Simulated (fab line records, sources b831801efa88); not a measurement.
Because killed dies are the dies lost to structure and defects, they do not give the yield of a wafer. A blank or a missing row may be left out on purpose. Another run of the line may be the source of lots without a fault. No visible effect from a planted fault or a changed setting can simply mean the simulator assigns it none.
Which tool is to blame? | flow gf180mcu | 39 wafers from 13 lots sampled at 5 of the route's 602 steps

WHAT THE GAUGES SHOWED, per wafer
GF_V3_BOW_MEAS_05.
lot  | measured     | on            | V3_BOW (um)
L119 | day 21 17:00 | film metro-04 | 117 125 114
L120 | day 22 08:46 | film metro-04 | 99 119 110
L121 | day 22 10:59 | film metro-01 | 115 115 115
L122 | day 22 16:51 | film metro-01 | 108 109 116
L123 | day 23 03:43 | film metro-04 | 120 127 106
L124 | day 23 10:40 | film metro-01 | 135 132 130
L125 | day 24 02:46 | film metro-04 | 119 111 117
L126 | day 24 12:56 | film metro-01 | 127 124 130
L128 | day 25 00:02 | film metro-01 | 113 110 110
L135 | day 26 23:42 | film metro-01 | 123 119 119
L136 | day 27 07:08 | film metro-02 | 114 110 107
L138 | day 27 22:40 | film metro-01 | 120 113 122
L139 | day 28 00:58 | film metro-01 | 131 144 123

GF_M4_CD_MEAS_14: the cd target is 280 nm.
lot  | measured     | on        | cd nm (nm)
L119 | day 23 18:02 | cd sem-02 | 278.9 278.5 279.0
L120 | day 24 07:47 | cd sem-01 | 281.6 280.3 280.9
L121 | day 24 09:55 | cd sem-01 | 278.1 278.0 279.6
L122 | day 24 15:38 | cd sem-01 | 279.9 280.6 279.8
L123 | day 25 01:23 | cd sem-01 | 281.7 281.9 280.4
L124 | day 25 07:53 | cd sem-02 | 279.3 279.0 279.0
L125 | day 25 23:58 | cd sem-02 | 281.6 280.6 280.5
L126 | day 26 09:19 | cd sem-01 | 279.3 279.3 279.3
L128 | day 26 20:08 | cd sem-02 | 280.2 279.7 279.8
L135 | day 28 17:14 | cd sem-01 | 279.3 278.8 279.6
L136 | day 28 23:50 | cd sem-02 | 289.7 290.2 288.7
L138 | day 29 14:37 | cd sem-01 | 290.1 290.7 290.0
L139 | day 29 17:04 | cd sem-02 | 279.0 278.9 279.9

GF_V4_THK_MEAS_03.
lot  | measured     | on            | V4_CVD_02_THK (nm)
L119 | day 23 19:32 | film metro-03 | 854 842 837
L120 | day 24 09:07 | film metro-04 | 836 862 846
L121 | day 24 11:01 | film metro-03 | 828 845 857
L122 | day 24 16:37 | film metro-02 | 851 825 870
L123 | day 25 02:23 | film metro-02 | 829 848 816
L124 | day 25 08:52 | film metro-04 | 864 837 866
L125 | day 26 00:58 | film metro-04 | 851 848 866
L126 | day 26 10:20 | film metro-03 | 841 832 846
L128 | day 26 21:09 | film metro-02 | 836 838 857
L135 | day 28 18:15 | film metro-04 | 843 852 864
L136 | day 29 00:58 | film metro-02 | 833 833 858
L138 | day 29 15:37 | film metro-04 | 856 832 861
L139 | day 29 18:05 | film metro-02 | 847 845 858

TOOL THAT RAN EACH LOT (tool first, then ch and the chambers of the sampled wafers, then the start)
lot  | GF_V3_CVD_02                    | GF_M4_SOFTBAKE_10
L119 | pecvd-02 ch 0,1,2, day 21 16:33 | litho track-03 ch 0, day 23 05:56
L120 | pecvd-01 ch 0,1, day 22 08:19   | litho track-04 ch 0, day 23 20:20
L121 | pecvd-03 ch 0,2, day 22 10:34   | litho track-03 ch 0, day 23 22:49
L122 | pecvd-01 ch 0,2, day 22 16:24   | litho track-04 ch 0, day 24 04:38
L123 | pecvd-02 ch 0,1,2, day 23 03:17 | litho track-04 ch 0, day 24 15:07
L124 | pecvd-01 ch 0,1, day 23 10:11   | litho track-03 ch 0, day 24 21:07
L125 | pecvd-02 ch 0,1, day 24 02:20   | litho track-04 ch 0, day 25 13:16
L126 | pecvd-03 ch 0,1,2, day 24 12:30 | litho track-03 ch 0, day 25 22:55
L128 | pecvd-02 ch 0,1, day 24 23:37   | litho track-03 ch 0, day 26 09:25
L135 | pecvd-03 ch 0,1, day 26 23:15   | litho track-03 ch 0, day 28 07:02
L136 | pecvd-01 ch 0, day 27 06:38     | litho track-03 ch 0, day 28 14:23
L138 | pecvd-03 ch 0,1,2, day 27 22:14 | litho track-03 ch 0, day 29 05:25
L139 | pecvd-02 ch 0,1, day 28 00:32   | litho track-01 ch 0, day 29 07:44
- GF_V3_CVD_02: deposits SiO2 from TEOS, target thk 850 nm, time 94.851 s.
- GF_M4_SOFTBAKE_10: time 60 s.

AS READ BY THE TOOLS THEMSELVES (means over the sampled wafers that have a number; for cases with no such wafer, the mark the record gives instead)
GF_V3_CVD_02.
lot  | tool     | heater power outer w (W) | heater power w (W) | susceptor temp C (C)
L119 | pecvd-02 | 375                      | 691                | 399.93
L120 | pecvd-01 | 356                      | 628                | 399.92
L121 | pecvd-03 | 432                      | 699                | 400.02
L122 | pecvd-01 | 439                      | 708                | 399.92
L123 | pecvd-02 | 365                      | 685                | 399.88
L124 | pecvd-01 | 383                      | 654                | 400.17
L125 | pecvd-02 | 496                      | 866                | 400.17
L126 | pecvd-03 | 417                      | 679                | 400.03
L128 | pecvd-02 | 339                      | 654                | 399.90
L135 | pecvd-03 | 402                      | 679                | 400.00
L136 | pecvd-01 | 367                      | 634                | 399.81
L138 | pecvd-03 | 354                      | 610                | 400.04
L139 | pecvd-02 | 353                      | 669                | 400.08

GF_M4_SOFTBAKE_10.
lot  | tool           | heater power total W (W) | plate temp C (C)
L119 | litho track-03 | 93.06                    | 129.95
L120 | litho track-04 | 93.02                    | 129.99
L121 | litho track-03 | 93.10                    | 129.88
L122 | litho track-04 | 93.05                    | 130.07
L123 | litho track-04 | 92.99                    | 129.94
L124 | litho track-03 | 93.05                    | 130.14
L125 | litho track-04 | 93.11                    | 130.02
L126 | litho track-03 | 93.05                    | 129.89
L128 | litho track-03 | 93.07                    | 129.94
L135 | litho track-03 | 93.04                    | 130.03
L136 | litho track-03 | 88.97                    | 125.57
L138 | litho track-03 | 89.03                    | 125.82
L139 | litho track-01 | 93.04                    | 129.96

THE ANSWER, worked out from the rows above alone
Rule: usual is defined by the lots themselves. Put in order of their means at a reading, lots are off if they are a third of the lots or fewer, leave a main group of 4 or more, and stand apart from it by a gap of 3 or more times the standard deviation of the main group's means; of several such gaps the widest counts. Not used: any main group whose means are identical at the precision the tables above print for the reading. A lot without any number at a reading at which 4 lots or more have one is off too. The other lots that the step has rows for count as sound. First the gauges in route order, then the tools' own readings, where a lot's mean is used as printed above. At the first step where some lot is off, the reading lying furthest off is the one used; lots without a number count as furthest.
Off at GF_M4_CD_MEAS_14 (cd nm): L136, L138. The main group: mean 279.8 nm, standard deviation 0.89.
A tool fits if, at a process step before that reading, it ran every lot that is off, and no sound lot after the first of them. The gauges at GF_M4_CD_MEAS_14 aren't tried: what is off there is off at GF_M4_SOFTBAKE_10 too, on other tools, and a gauge's error can't cause that. One fits: GF_M4_SOFTBAKE_10 on litho track-03. Its last sound lot is L135 (day 28 07:02), its first lot that is off L136 (day 28 14:23): a fault that began between those two fits.
The tool's own readings at GF_M4_SOFTBAKE_10 bear it out: on the lots that are off they differ by more than 5 times the standard deviation of the sound lots' means. heater power total W reads 89.00 W there against 93.05 W on the sound lots; plate temp C reads 125.69 C there against 129.98 C on the sound lots.

WHAT WAS PUT IN BY THE SIMULATOR
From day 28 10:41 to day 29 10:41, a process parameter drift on litho track-03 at GF_M4_SOFTBAKE_10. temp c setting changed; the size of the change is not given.
Struck lots among those shown: L136, L138. The same result came from the rule above.
